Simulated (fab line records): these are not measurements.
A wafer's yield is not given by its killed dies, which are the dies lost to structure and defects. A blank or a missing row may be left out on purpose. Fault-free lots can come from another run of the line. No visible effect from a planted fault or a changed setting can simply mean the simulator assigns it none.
fab line records    flow gf180mcu    part 1 of 2: steps 1 to 31 of 40
[record] lots = 5  wafers = 15  last_day = 34
route steps=602 shown M3@409 V3@429
lots that met no fault: from a run of the same line without faults
start_h: start of the lot's first displayed wafer, in hours after the record's first day    wait_h: hours since the lot's step before    " identical to the entry in the row above    L1.1+2: several wafers, shown together as one row    - no value, or no start was given    * or withheld: withheld    < > ~ a bound
route shown NAME@n: NAME is a module with steps in the file, n the number in the route of the first one    usual: mean/standard deviation of fault-free wafers    same: alike in all rows    chamber/n: place in a boat    sites: the reading at each site    _std_site: their standard deviation    _edge_site: outer sites' mean less inner sites'    radius_mm: for every site, how far away it sits from the centre of the wafer    mask NAME#n: copy n    behind: the most recent tool/chamber to have shaped the wafer    hold: reason for holding the lot/hours on hold/outcome of the hold    device: which transistor (n, p or np) failed to switch    end of line: the route-end tests of the same wafers    a step without rows: its recipe alone    killed: the dies lost at the first sort to structure and to defects; this is not the yield of the wafer    map: a wafer's dies, x killed, . not, _ none there
set.NAME: the setting that was run; set.NAME@STEP: the one run at that earlier step    model.NAME: the simulator's own value behind a step, which no gauge read
a table for each step, a row for each wafer; lots at some steps of the route
services: when a tool's chamber went out of use (start_h, in hours from the record's first day, below 0 if earlier), for how many hours, and the reason
[[steps]]
[step GF_M3_SPUTTER_00]
[recipe] material = Ti  target_thk_nm = 37.5  arriving_ion_energy_ev = 80  substrate_temp_c = 200  chamber_pressure_pa = 2  power_w = 4000  time_s = 150
[usual] throttle_valve_pct = 30.7/0.84
lot.wafer  tool            chamber  start_h  wait_h  throttle_valve_pct
L074.4     pvd_sputter-04  -        465.76   0.1     31.1
L074.5     "               -        "        "       30.8
L074.6     "               -        "        "       32.1
L076.1     pvd_sputter-02  -        480.82   0.1     31.9
L076.4     "               -        "        "       29.8
L076.5     "               -        "        "       29.8
L082.2     pvd_sputter-03  -        543.08   0.2     31.6
L082.3     "               -        "        "       30.6
L082.5     "               -        "        "       29.8
L090.3     pvd_sputter-04  -        603.60   0.1     32.2
L090.5     "               -        "        "       31.2
L090.6     "               -        "        "       29.5
L097.3     pvd_sputter-02  -        652.60   0.2     32.0
L097.4     "               -        "        "       30.3
L097.6     "               -        "        "       30.1
[step GF_M3_SPUTTER_01]
[recipe] material = TiN  target_thk_nm = 30  power_w = 6500  time_s = 25  chamber_pressure_pa = 0.4
[usual] throttle_valve_pct = 30.7/0.86
lot.wafer  tool            chamber  start_h  wait_h  throttle_valve_pct
L074.4     pvd_sputter-04  -        465.86   0.1     31.1
L074.5     "               -        "        "       31.1
L074.6     "               -        "        "       32.4
L076.1     pvd_sputter-02  -        480.92   0.1     31.9
L076.4     "               -        "        "       29.9
L076.5     "               -        "        "       29.8
L082.2     pvd_sputter-03  -        543.18   0.1     31.5
L082.3     "               -        "        "       30.4
L082.5     "               -        "        "       30.1
L090.3     pvd_sputter-04  -        603.70   0.1     32.3
L090.5     "               -        "        "       31.0
L090.6     "               -        "        "       29.9
L097.3     pvd_sputter-02  -        652.70   0.1     31.9
L097.4     "               -        "        "       30.2
L097.6     "               -        "        "       30.6
[step GF_M3_SPUTTER_02]
[recipe] material = AlCu  target_thk_nm = 450  power_w = 10600  time_s = 23.9  chamber_pressure_pa = 0.4
[usual] throttle_valve_pct = 30.7/0.82
lot.wafer  tool            chamber  start_h  wait_h  throttle_valve_pct
L074.4     pvd_sputter-04  -        465.89   0.0     31.1
L074.5     "               -        "        "       30.9
L074.6     "               -        "        "       32.1
L076.1     pvd_sputter-02  -        480.95   0.0     32.0
L076.4     "               -        "        "       30.0
L076.5     "               -        "        "       29.9
L082.2     pvd_sputter-03  -        543.21   0.0     31.8
L082.3     "               -        "        "       30.5
L082.5     "               -        "        "       29.9
L090.3     pvd_sputter-04  -        603.73   0.0     32.2
L090.5     "               -        "        "       31.0
L090.6     "               -        "        "       29.7
L097.3     pvd_sputter-02  -        652.73   0.0     31.8
L097.4     "               -        "        "       30.5
L097.6     "               -        "        "       30.9
[step GF_M3_SPUTTER_03]
[recipe] material = Ti  target_thk_nm = 10  substrate_temp_c = 300  chamber_pressure_pa = 0.3  power_w = 3000  time_s = 6.7
[usual] throttle_valve_pct = 30.7/0.83
lot.wafer  tool            chamber  start_h  wait_h  throttle_valve_pct
L074.4     pvd_sputter-04  -        465.92   0.0     31.0
L074.5     "               -        "        "       31.1
L074.6     "               -        "        "       32.1
L076.1     pvd_sputter-02  -        480.98   0.0     31.8
L076.4     "               -        "        "       30.0
L076.5     "               -        "        "       30.0
L082.2     pvd_sputter-03  -        543.24   0.0     31.7
L082.3     "               -        "        "       30.1
L082.5     "               -        "        "       30.1
L090.3     pvd_sputter-04  -        603.76   0.0     32.4
L090.5     "               -        "        "       31.1
L090.6     "               -        "        "       29.8
L097.3     pvd_sputter-02  -        652.76   0.0     31.9
L097.4     "               -        "        "       30.6
L097.6     "               -        "        "       30.6
[step GF_M3_SPUTTER_04]
[recipe] material = TiN  target_thk_nm = 50  power_w = 6500  time_s = 41.7  chamber_pressure_pa = 0.4
[usual] throttle_valve_pct = 30.7/0.84
lot.wafer  tool            chamber  start_h  wait_h  throttle_valve_pct
L074.4     pvd_sputter-04  -        465.94   0.0     30.8
L074.5     "               -        "        "       31.0
L074.6     "               -        "        "       31.9
L076.1     pvd_sputter-02  -        481.00   0.0     32.0
L076.4     "               -        "        "       29.7
L076.5     "               -        "        "       29.7
L082.2     pvd_sputter-03  -        543.26   0.0     31.7
L082.3     "               -        "        "       30.3
L082.5     "               -        "        "       29.6
L090.3     pvd_sputter-04  -        603.78   0.0     32.2
L090.5     "               -        "        "       31.0
L090.6     "               -        "        "       29.8
L097.3     pvd_sputter-02  -        652.78   0.0     31.8
L097.4     "               -        "        "       30.3
L097.6     "               -        "        "       30.5
[step GF_M3_RS_MEAS_05]
[recipe] thk_meas_gauge = four-point-probe  reads = TiN_of_M3_SPUTTER_04+Ti_of_M3_SPUTTER_03+AlCu_of_M3_SPUTTER_02+TiN_of_M3_SPUTTER_01+Ti_of_M3_SPUTTER_00
[usual] M3_ALCU_RS = 0.0698/0.00092
lot.wafer  tool           chamber  start_h  wait_h  M3_ALCU_RS[ohm/sq]
L074.4     film_metro-04  -        466.04   0.1     0.0706
L074.5     "              -        "        "       0.0702
L074.6     "              -        "        "       0.0703
L076.1     film_metro-01  -        481.04   0.0     0.0694
L076.4     "              -        "        "       0.0700
L076.5     "              -        "        "       0.0700
L082.2     film_metro-03  -        543.32   0.0     0.0687
L082.3     "              -        "        "       0.0675
L082.5     "              -        "        "       0.0683
L090.3     film_metro-03  -        603.86   0.1     0.0701
L090.5     "              -        "        "       0.0707
L090.6     "              -        "        "       0.0703
L097.3     film_metro-01  -        652.86   0.1     0.0697
L097.4     "              -        "        "       0.0687
L097.6     "              -        "        "       0.0698
[step GF_M3_THK_MEAS_06]
[recipe] thk_meas_gauge = xrf  reads = AlCu_of_M3_SPUTTER_02
[usual] M3_ALCU_THK = 446/6.5
lot.wafer  tool           chamber  start_h  wait_h  M3_ALCU_THK[nm]
L074.4     film_metro-04  -        466.13   0.1     437
L074.5     "              -        "        "       441
L074.6     "              -        "        "       443
L076.1     film_metro-01  -        481.16   0.1     451
L076.4     "              -        "        "       446
L076.5     "              -        "        "       447
L082.2     film_metro-03  -        543.43   0.1     453
L082.3     "              -        "        "       459
L082.5     "              -        "        "       454
L090.3     film_metro-03  -        603.96   0.1     444
L090.5     "              -        "        "       442
L090.6     "              -        "        "       442
L097.3     film_metro-01  -        652.96   0.1     451
L097.4     "              -        "        "       455
L097.6     "              -        "        "       445
[step GF_M3_DEHYDRATE_07]
[recipe] temp_c = 200  time_s = 60
lot.wafer   tool            chamber  start_h  wait_h
L074.4+5+6  litho_track-04  0        477.55   11.4
L076.1+4+5  litho_track-02  0        492.56   11.4
L082.2+3+5  litho_track-04  0        553.40   10.0
L090.3+5+6  litho_track-01  0        613.34   9.4
L097.3+4+6  litho_track-04  0        662.18   9.2
[step GF_M3_HMDS_08]
[recipe] prime_time_s = 60  prime_temp_c = 120
lot.wafer   tool            chamber  start_h  wait_h
L074.4+5+6  litho_track-04  0        477.70   0.1
L076.1+4+5  litho_track-02  0        492.71   0.1
L082.2+3+5  litho_track-04  0        553.55   0.1
L090.3+5+6  litho_track-01  0        613.49   0.1
L097.3+4+6  litho_track-04  0        662.33   0.1
[step GF_M3_COAT_09]
[recipe] resist = KrF  spin_rpm = withheld  resist_thk_nm = 1000
lot.wafer   tool            chamber  start_h  wait_h
L074.4+5+6  litho_track-04  0        477.85   0.1
L076.1+4+5  litho_track-02  0        492.86   0.1
L082.2+3+5  litho_track-04  0        553.70   0.1
L090.3+5+6  litho_track-01  0        613.64   0.1
L097.3+4+6  litho_track-04  0        662.48   0.1
[step GF_M3_SOFTBAKE_10]
[recipe] temp_c = 130  time_s = 60  resist = KrF
lot.wafer   tool            chamber  start_h  wait_h
L074.4+5+6  litho_track-04  0        478.00   0.1
L076.1+4+5  litho_track-02  0        493.01   0.1
L082.2+3+5  litho_track-04  0        553.85   0.1
L090.3+5+6  litho_track-01  0        613.79   0.1
L097.3+4+6  litho_track-04  0        662.63   0.1
[step GF_M3_EXPOSE_11]
[recipe] mask_id = Metal3  target_cd_nm = 280  na = 0.68  source_shape = conventional  sigma_outer = 0.6  dose_mj = 28
[usual] exposure_dose_mJ_cm2 = 28.08/0.11  stage_vel_mm_s = 500.02/0.26
lot.wafer  tool            chamber  start_h  wait_h  mask      exposure_dose_mJ_cm2  stage_vel_mm_s
L074.4     krf_scanner-02  0        -        -       Metal3#0  27.98                 499.98
L074.5     "               0        "        "       Metal3#0  27.98                 500.36
L074.6     "               0        "        "       Metal3#0  27.98                 499.96
L076.1     krf_scanner-02  0        -        -       Metal3#0  28.00                 500.38
L076.4     "               0        "        "       Metal3#0  27.97                 500.07
L076.5     "               0        "        "       Metal3#0  28.03                 499.91
L082.2     krf_scanner-01  0        -        -       Metal3#0  28.19                 499.81
L082.3     "               0        "        "       Metal3#0  28.19                 499.31
L082.5     "               0        "        "       Metal3#0  28.18                 499.82
L090.3     krf_scanner-02  0        -        -       Metal3#0  27.97                 499.88
L090.5     "               0        "        "       Metal3#0  28.02                 500.17
L090.6     "               0        "        "       Metal3#0  28.04                 499.66
L097.3     krf_scanner-02  0        -        -       Metal3#0  27.96                 499.55
L097.4     "               0        "        "       Metal3#0  27.98                 500.20
L097.6     "               0        "        "       Metal3#0  27.98                 500.04
[step GF_M3_PEB_12]
[recipe] peb_temp_c = 135  peb_time_s = 90  resist = KrF
lot.wafer   tool            chamber  start_h  wait_h
L074.4+5+6  litho_track-02  0        -        -
L076.1+4+5  litho_track-01  0        -        -
L082.2+3+5  litho_track-02  0        -        -
L090.3+5+6  litho_track-02  0        -        -
L097.3+4+6  litho_track-04  0        -        -
[step GF_M3_DEVELOP_13]
[recipe] develop_time_s = 60  dev_temp_c = 21
lot.wafer   tool            chamber  start_h  wait_h
L074.4+5+6  litho_track-02  0        489.98   0.1
L076.1+4+5  litho_track-01  0        504.99   0.2
L082.2+3+5  litho_track-02  0        563.48   0.2
L090.3+5+6  litho_track-02  0        624.36   0.1
L097.3+4+6  litho_track-04  0        671.63   0.1
[step GF_M3_CD_MEAS_14]
[recipe] target_cd_nm = 280
[usual] cd_nm = 280.1/1.2
lot.wafer  tool       chamber  start_h  wait_h  cd_nm
L074.4     cd_sem-01  -        490.12   0.1     279.9
L074.5     "          -        "        "       280.4
L074.6     "          -        "        "       279.7
L076.1     cd_sem-02  -        505.14   0.1     279.3
L076.4     "          -        "        "       279.3
L076.5     "          -        "        "       278.7
L082.2     cd_sem-02  -        563.63   0.1     281.6
L082.3     "          -        "        "       282.9
L082.5     "          -        "        "       281.5
L090.3     cd_sem-01  -        624.50   0.1     280.6
L090.5     "          -        "        "       280.0
L090.6     "          -        "        "       279.7
L097.3     cd_sem-01  -        671.77   0.1     280.3
L097.4     "          -        "        "       280.5
L097.6     "          -        "        "       280.5
[step GF_M3_OVL_MEAS_15]
[usual] M3_OVL = -4/5.4
lot.wafer  tool        chamber  start_h  wait_h  M3_OVL[nm]
L074.4     overlay-01  -        490.20   0.1     -17
L074.5     "           -        "        "       -4
L074.6     "           -        "        "       -10
L076.1     overlay-02  -        505.26   0.1     0
L076.4     "           -        "        "       0
L076.5     "           -        "        "       -14
L082.2     overlay-02  -        563.73   0.1     -6
L082.3     "           -        "        "       -5
L082.5     "           -        "        "       -4
L090.3     overlay-01  -        624.59   0.1     -2
L090.5     "           -        "        "       -8
L090.6     "           -        "        "       -12
L097.3     overlay-01  -        671.86   0.1     1
L097.4     "           -        "        "       -2
L097.6     "           -        "        "       -1
[step GF_M3_METAL_ETCH_16]
[recipe] chemistry = Cl2/BCl3  mask_material = KrF  target_depth_nm = 627.5  stop_on = SiO2  pressure_mtorr = 8  icp_w = 800  bias_w = 140  Cl2_flow_sccm = 80  bcl3_flow_sccm = 40  time_s = 104.6
[usual] drypump_motor_current_A = 5.3/0.33  oes_product_au = 0.970/0.0064  throttle_valve_pct = 28.253/0.011
lot.wafer  tool          chamber  start_h  wait_h  drypump_motor_current_A  oes_product_au  rf_hours_counter_h  throttle_valve_pct
L074.4     rie_metal-04  1        490.25   0.0     5.2                      0.965           -                   28.258
L074.5     "             0        "        "       4.9                      0.960           -                   28.249
L074.6     "             1        "        "       5.2                      0.969           -                   28.258
L076.1     rie_metal-02  1        505.30   0.0     5.6                      0.969           0.6                 28.234
L076.4     "             0        "        "       5.9                      0.976           -                   28.256
L076.5     "             0        "        "       5.9                      0.975           -                   28.272
L082.2     rie_metal-03  0        563.76   0.0     5.5                      0.981           1.7                 28.254
L082.3     "             0        "        "       5.5                      0.990           -                   28.250
L082.5     "             1        "        "       5.1                      0.975           -                   28.233
L090.3     rie_metal-03  0        624.65   0.1     5.5                      0.965           -                   28.250
L090.5     "             1        "        "       5.1                      0.967           -                   28.251
L090.6     "             0        "        "       5.5                      0.960           -                   28.251
L097.3     rie_metal-02  0        671.92   0.1     5.9                      0.975           -                   28.253
L097.4     "             1        "        "       5.6                      0.972           -                   28.241
L097.6     "             0        "        "       5.9                      0.974           -                   28.238
[step GF_M3_STRIP_17]
[recipe] chemistry = O2/N2  power_w = 1400  pressure_mtorr = 1500  platen_temp_c = 250  o2_flow_sccm = 3000  n2_flow_sccm = 300  overash_fraction = 0.5
[usual] drypump_motor_current_A = 5.9/0.52  heater_power_w = 340/29  oes_product_au = 0.558/0.0047  strip_time_to_endpoint_s = 7.89/0.049
lot.wafer  tool             chamber  start_h  wait_h  drypump_motor_current_A  heater_power_w  oes_product_au  rf_hours_counter_h  strip_time_to_endpoint_s
L074.4     plasma_asher-04  0        490.36   0.1     5.5                      342             0.552           -                   7.87
L074.5     "                1        "        "       6.3                      362             0.567           -                   7.96
L074.6     "                0        "        "       5.5                      341             0.559           -                   7.87
L076.1     plasma_asher-02  1        505.41   0.1     5.8                      332             0.556           8                   7.90
L076.4     "                0        "        "       5.4                      365             0.557           -                   7.88
L076.5     "                1        "        "       5.9                      337             0.559           -                   7.81
L082.2     plasma_asher-02  0        563.87   0.1     5.4                      363             0.557           14                  7.91
L082.3     "                1        "        "       5.8                      332             0.560           -                   7.89
L082.5     "                0        "        "       5.4                      376             0.562           -                   7.93
L090.3     plasma_asher-01  0        624.76   0.1     6.8                      365             0.554           -                   7.93
L090.5     "                1        "        "       5.7                      287             0.551           -                   7.90
L090.6     "                0        "        "       6.8                      354             0.565           -                   7.94
L097.3     plasma_asher-01  0        672.03   0.1     6.9                      363             0.562           -                   7.87
L097.4     "                1        "        "       5.7                      294             0.558           -                   7.86
L097.6     "                0        "        "       6.8                      358             0.554           -                   7.92
[step GF_M3_STRIP_18]
[recipe] chemistry = post_etch_residue_remover  time_s = 1200  temp_c = 72.5
[usual] bath_heat_duty_pct = 15.1/2.2  temp_c = 72.48/0.12
lot.wafer  tool          chamber  start_h  wait_h  bath_heat_duty_pct  temp_c
L074.4     wet_bench-01  3        490.43   0.0     11.6                72.35
L074.5     "             3        "        "       12.5                72.59
L074.6     "             3        "        "       11.0                72.52
L076.1     wet_bench-03  0        505.51   0.1     17.7                72.57
L076.4     "             0        "        "       18.2                72.59
L076.5     "             0        "        "       17.2                72.55
L082.2     wet_bench-03  3        563.97   0.1     12.7                72.63
L082.3     "             3        "        "       12.9                72.43
L082.5     "             3        "        "       13.9                72.56
L090.3     wet_bench-01  1        624.90   0.1     14.5                72.46
L090.5     "             1        "        "       13.2                72.39
L090.6     "             1        "        "       14.5                72.56
L097.3     wet_bench-03  1        672.09   0.0     12.9                72.42
L097.4     "             1        "        "       11.8                72.44
L097.6     "             1        "        "       13.4                72.27
[step GF_M3_CLEAN_19]
[recipe] chemistry = DIW  dry = n2_spin
lot.wafer   tool          chamber  start_h  wait_h
L074.4+5+6  wet_bench-04  3        490.80   0.0
L076.1+4+5  wet_bench-01  2        505.85   0.0
L082.2+3+5  wet_bench-04  0        564.32   0.0
L090.3+5+6  wet_bench-04  3        625.24   0.0
L097.3+4+6  wet_bench-01  2        672.44   0.0
[step GF_V3_CVD_00]
[recipe] material = SiO2  target_thk_nm = 600  sigma_open_frac = 0.3  temp_c = 400  time_s = 100  sih4_flow_sccm = 60  pressure_mtorr = 6
lot.wafer   tool       chamber  start_h  wait_h
L074.4+5+6  hdpcvd-01  2,0,1    490.94   0.0
L076.1+4+5  hdpcvd-02  2,1,2    505.94   0.0
L082.2+3+5  hdpcvd-01  2,1,0    564.41   0.0
L090.3+5+6  hdpcvd-01  2,2,1    625.34   0.0
L097.3+4+6  hdpcvd-01  1,0,2    672.53   0.0
[step GF_V3_THK_MEAS_01]
[recipe] reads = SiO2_of_V3_CVD_00
[usual] V3_CVD_00_THK = 599/5.4
lot.wafer  tool           chamber  start_h  wait_h  V3_CVD_00_THK[nm]
L074.4     film_metro-02  -        491.01   0.0     595
L074.5     "              -        "        "       595
L074.6     "              -        "        "       607
L076.1     film_metro-04  -        506.02   0.0     590
L076.4     "              -        "        "       598
L076.5     "              -        "        "       588
L082.2     film_metro-02  -        564.49   0.0     598
L082.3     "              -        "        "       597
L082.5     "              -        "        "       603
L090.3     film_metro-02  -        625.43   0.1     597
L090.5     "              -        "        "       604
L090.6     "              -        "        "       606
L097.3     film_metro-01  -        672.62   0.1     599
L097.4     "              -        "        "       608
L097.6     "              -        "        "       603
[step GF_V3_CVD_02]
[recipe] material = SiO2  target_thk_nm = 850  precursor = TEOS  temp_c = 400  time_s = 94.851  rf_w = 600
[usual] heater_power_w = 720/79
lot.wafer  tool      chamber  start_h  wait_h  heater_power_w
L074.4     pecvd-02  0        491.07   0.1     822
L074.5     "         2        "        "       605
L074.6     "         1        "        "       716
L076.1     pecvd-01  1        506.08   0.1     847
L076.4     "         0        "        "       740
L076.5     "         1        "        "       864
L082.2     pecvd-04  1        564.54   0.0     740
L082.3     "         2        "        "       728
L082.5     "         0        "        "       610
L090.3     pecvd-04  2        625.47   0.0     806
L090.5     "         1        "        "       677
L090.6     "         0        "        "       632
L097.3     pecvd-02  0        672.66   0.0     867
L097.4     "         1        "        "       756
L097.6     "         2        "        "       793
[step GF_V3_THK_MEAS_03]
[recipe] reads = SiO2_of_V3_CVD_02
[usual] V3_CVD_02_THK = 852/12
lot.wafer  tool           chamber  start_h  wait_h  V3_CVD_02_THK[nm]
L074.4     film_metro-04  -        491.14   0.0     851
L074.5     "              -        "        "       861
L074.6     "              -        "        "       848
L076.1     film_metro-02  -        506.14   0.0     856
L076.4     "              -        "        "       844
L076.5     "              -        "        "       860
L082.2     film_metro-01  -        564.62   0.0     871
L082.3     "              -        "        "       843
L082.5     "              -        "        "       849
L090.3     film_metro-02  -        625.56   0.1     844
L090.5     "              -        "        "       873
L090.6     "              -        "        "       854
L097.3     film_metro-02  -        672.75   0.1     830
L097.4     "              -        "        "       845
L097.6     "              -        "        "       860
[step GF_V3_CMP_04]
[recipe] material = SiO2  down_force_psi = 4  platen_rpm = 60  pad_velocity_m_s = 0.94248
[usual] motor_current_A = 12.1/1.2  time_to_endpoint_s = 80/6.4
lot.wafer  tool    chamber  start_h  wait_h  motor_current_A  time_to_endpoint_s
L074.4     cmp-02  1        491.32   0.2     14.3             80
L074.5     "       2        "        "       14.1             84
L074.6     "       3        "        "       12.4             71
L076.1     cmp-02  3        506.20   0.1     12.4             78
L076.4     "       2        "        "       12.9             78
L076.5     "       0        "        "       12.3             79
L082.3     cmp-01  1        564.67   0.0     10.7             87
L082.2     "       2        "        "       12.5             101
L082.5     "       2        "        "       12.5             92
L090.3     cmp-02  1        625.71   0.1     13.0             85
L090.6     "       0        "        "       12.0             84
L090.5     "       1        "        "       13.4             95
L097.4     cmp-01  3        672.84   0.1     11.6             74
L097.3     "       1        "        "       11.2             76
L097.6     "       3        "        "       12.2             81
[step GF_V3_BOW_MEAS_05]
[recipe] mode = bow
[usual] V3_BOW = 117/8.7
lot.wafer  tool           chamber  start_h  wait_h  V3_BOW[um]
L074.4     film_metro-04  -        491.53   0.2     117
L074.5     "              -        "        "       113
L074.6     "              -        "        "       113
L076.1     film_metro-04  -        506.50   0.2     126
L076.4     "              -        "        "       127
L076.5     "              -        "        "       130
L082.2     film_metro-04  -        564.99   0.2     117
L082.3     "              -        "        "       121
L082.5     "              -        "        "       114
L090.3     film_metro-02  -        626.01   0.2     119
L090.5     "              -        "        "       119
L090.6     "              -        "        "       118
L097.3     film_metro-01  -        673.13   0.1     131
L097.4     "              -        "        "       117
L097.6     "              -        "        "       128
[step GF_V3_DEHYDRATE_06]
[recipe] temp_c = 200  time_s = 60
lot.wafer   tool            chamber  start_h  wait_h
L074.4+5+6  litho_track-03  0        503.24   11.7
L076.1+4+5  litho_track-02  0        517.61   11.1
L082.2+3+5  litho_track-02  0        575.83   10.8
L090.3+5+6  litho_track-03  0        635.61   9.6
L097.3+4+6  litho_track-03  0        682.26   9.1
[step GF_V3_HMDS_07]
[recipe] prime_time_s = 60  prime_temp_c = 120
lot.wafer   tool            chamber  start_h  wait_h
L074.4+5+6  litho_track-03  0        503.39   0.1
L076.1+4+5  litho_track-02  0        517.76   0.1
L082.2+3+5  litho_track-02  0        575.98   0.1
L090.3+5+6  litho_track-03  0        635.76   0.1
L097.3+4+6  litho_track-03  0        682.41   0.1
[step GF_V3_COAT_08]
[recipe] resist = BARC  temp_c = withheld  time_s = withheld  spin_rpm = withheld  resist_thk_nm = withheld
lot.wafer   tool            chamber  start_h  wait_h
L074.4+5+6  litho_track-03  0        503.54   0.1
L076.1+4+5  litho_track-02  0        517.91   0.1
L082.2+3+5  litho_track-02  0        576.13   0.1
L090.3+5+6  litho_track-03  0        635.91   0.1
L097.3+4+6  litho_track-03  0        682.56   0.1
[step GF_V3_COAT_09]
[recipe] resist = KrF  spin_rpm = withheld  resist_thk_nm = 1000
lot.wafer   tool            chamber  start_h  wait_h
L074.4+5+6  litho_track-03  0        -        -
L076.1+4+5  litho_track-02  0        -        -
L082.2+3+5  litho_track-02  0        -        -
L090.3+5+6  litho_track-03  0        -        -
L097.3+4+6  litho_track-03  0        -        -
[step GF_V3_SOFTBAKE_10]
[recipe] temp_c = 130  time_s = 60  resist = KrF
lot.wafer   tool            chamber  start_h  wait_h
L074.4+5+6  litho_track-03  0        -        -
L076.1+4+5  litho_track-02  0        -        -
L082.2+3+5  litho_track-02  0        -        -
L090.3+5+6  litho_track-03  0        -        -
L097.3+4+6  litho_track-03  0        -        -
